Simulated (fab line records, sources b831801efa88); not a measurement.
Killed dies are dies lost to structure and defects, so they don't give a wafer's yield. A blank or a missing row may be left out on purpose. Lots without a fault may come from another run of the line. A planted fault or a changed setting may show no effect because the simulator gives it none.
A struck lot beside a sound one | flow gf180mcu | 15 steps out of a route of 602
Sound: wafers L350.2, L350.3, L350.4. Struck: wafer L348.6. (L348.3, L348.4 of the same lot were not struck and are left out.) The cause comes at the end.
At each step with rows: each side's tool, then ch and its chambers, then its first start. Under that, the readings that differ: sound wafers | struck wafers | difference of the means | sigmas: that difference in standard deviations of wafers without a fault.
alike: readings whose means differ by less than 2 such deviations, and words and numbers that are the same on both sides. not compared: withheld readings, readings that some wafer has no value for, bounds like >300 that may hide the same value, and numbers for which the record gives no deviation and whose values overlap.
The two part at a step that has a row with sigmas, a row that says differs or no value, or rows on one side only. Numbers that don't overlap but have no deviation are shown without sigmas and don't part them. A reading that every wafer of one side lacks parts them only if that side has two wafers or more.

first, 4 steps without rows for these wafers: GF_V3_SOFTBAKE_10 (time 60 s); GF_V3_EXPOSE_11 (exposes mask Via3, target cd 260 nm); GF_V3_PEB_12 (peb time 90 s); GF_V3_DEVELOP_13 (develop time 60 s).
GF_V3_CD_MEAS_14: target cd 260 nm.
  sound on cd_sem-01, day 27 08:44; struck on cd_sem-01, day 26 15:58
  alike: cd_nm
GF_V3_OVL_MEAS_15:
  sound on overlay-02, day 27 08:50; struck on overlay-01, day 26 16:03
  alike: V3_OVL
GF_V3_ETCH_16: etches BARC in N2/H2.
  sound on rie_diel-01 ch 1,2, day 27 08:52; struck on rie_diel-02 ch 1, day 26 16:05
  alike: drypump_motor_current_A, oes_product_au, throttle_valve_pct
GF_V3_ETCH_17: etches SiO2 in C4F8/O2/Ar, stops on TiN, target depth 635 nm.
  sound on rie_diel-01 ch 1,2; struck on rie_diel-02 ch 1
  reading               | sound             | struck | difference | sigmas
  oes_product_au (a.u.) | 0.863 0.855 0.856 | 0.847  | -0.011     | -3
GF_V3_STRIP_18: strips in O2/N2.
  sound on plasma_asher-01 ch 0,1, day 27 09:00; struck on plasma_asher-01 ch 0, day 26 16:14
  alike: drypump_motor_current_A, heater_power_w, oes_product_au
  not compared: rf_hours_counter_h
then, 2 steps without rows for these wafers: GF_V3_STRIP_19 (strips in post etch residue remover, time 1200 s); GF_V3_CLEAN_20 (cleans in DIW).
GF_V3_SPUTTER_21: material Ti, target thk 15 nm, time 80.02 s.
  sound on pvd_sputter-01, day 27 09:32; struck on pvd_sputter-04, day 26 16:46
  alike: cathode_dc_power_W, throttle_valve_pct
GF_V3_SPUTTER_22: material TiN, target thk 10 nm, time 40 s.
  sound on pvd_sputter-01, day 27 09:36; struck on pvd_sputter-04, day 26 16:50
  reading                                | sound                | struck | difference | sigmas
  cathode_dc_power_W (W)                 | 3999.7 4000.5 4000.8 | 4513.0 | +512.7     | +99 or more
  model.TiN_of_V3_SPUTTER_22.thk_nm (nm) | 10.15 10.21 10.18    | 11.25  | +1.07      |
  alike: throttle_valve_pct
GF_V3_CVD_23: deposits W, target thk 350 nm, time 104.9 s.
  sound on cvd_w-01 ch 0,1, day 27 09:38; struck on cvd_w-01 ch 0, day 26 16:55
  alike: heater_power_w
GF_PASSIVATION_PROBE_99:
  the record has rows for the sound wafers here (prober-01, day 33 03:28) and none for the struck ones

WHERE THEY PART
First at GF_V3_ETCH_17; last, within this record, at GF_PASSIVATION_PROBE_99.

WHY: what the simulator had put in
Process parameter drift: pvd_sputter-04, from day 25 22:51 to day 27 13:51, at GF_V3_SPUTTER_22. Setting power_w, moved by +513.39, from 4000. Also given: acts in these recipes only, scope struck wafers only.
